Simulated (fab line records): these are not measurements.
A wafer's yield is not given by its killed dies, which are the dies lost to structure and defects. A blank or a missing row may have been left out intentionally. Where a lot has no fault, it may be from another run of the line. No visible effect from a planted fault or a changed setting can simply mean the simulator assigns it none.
Comparing a struck lot with a sound one | flow gf180mcu | 15 steps out of a route of 602
Sound: the wafers L128.3, L128.4, L128.6. Wafers L126.1, L126.3, L126.6 were the ones struck. At the end, the cause is stated.
Per side, at each step with rows, come the tool, then ch with its chambers, and then its first start. Under that, the readings that differ: sound wafers | struck wafers | difference of the means | sigmas: that difference in standard deviations of wafers without a fault.
alike: a reading whose means differ by less than 2 such deviations, as well as words and numbers matching on both sides. not compared: withheld readings; readings where some wafer has no value; bounds like >300 that might hide an equal value; numbers whose values overlap and for which the record gives no deviation.
Wherever a step has rows on one side only, a row that says differs or no value, or a row with sigmas, the two part there. Numbers that don't overlap but have no deviation are shown without sigmas and don't part them. A reading missing from all wafers of one side parts the sides only when that side holds two or more wafers.

first, 7 steps without rows for these wafers: GF_HV_LDD_DEHYDRATE_24 (time 60 s); GF_HV_LDD_HMDS_25 (prime time 60 s); GF_HV_LDD_COAT_26 (resist thk 1000 nm); GF_HV_LDD_SOFTBAKE_27 (time 60 s); GF_HV_LDD_EXPOSE_28 (exposes mask Nplus HV AREA, target cd 400 nm); GF_HV_LDD_PEB_29; GF_HV_LDD_DEVELOP_30 (develop time 60 s).
GF_HV_LDD_CD_MEAS_31 targets a cd of 400 nm.
  sound on cd sem-02, day 16 13:35; struck on cd sem-01, day 15 13:05
  alike: cd nm
GF_HV_LDD_OVL_MEAS_32:
  sound on overlay-02, day 16 13:41; struck on overlay-02, day 15 13:13
  alike: HV_LDD_02_OVL
then, 3 steps without rows for these wafers: GF_HV_LDD_IMPLANT_33; GF_HV_LDD_IMPLANT_34; GF_HV_LDD_IMPLANT_35.
GF_HV_LDD_IMPLANT_36:
  sound on implanter-03 ch 0, day 16 14:13; struck on implanter-02 ch 0, day 15 13:42
  reading                | sound                | struck               | difference | sigmas
  rotation deg (degrees) | 269.97 270.06 270.01 | 348.53 348.49 348.54 | +78.51     | +99 or more
GF_HV_LDD_STRIP_37: strips in O2/N2.
  sound on plasma asher-03 ch 0,1, day 16 14:20; struck on plasma asher-02 ch 0,1, day 15 13:51
  alike: drypump motor current A, heater power w, oes product au, strip time to endpoint s
  not compared: rf hours counter h
GF_PASSIVATION_PROBE_99:
  sound wafers here have rows in the record (prober-01, day 33 02:53); struck ones have none

## WHERE THEY PART
At GF_HV_LDD_IMPLANT_36 first; at GF_PASSIVATION_PROBE_99 last (within this record only).

WHY: what had been put in by the simulator
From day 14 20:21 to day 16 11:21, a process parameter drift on implanter-02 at GF_HV_LDD_IMPLANT_36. Setting rotation deg, moved by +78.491, from 270. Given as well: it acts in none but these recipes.
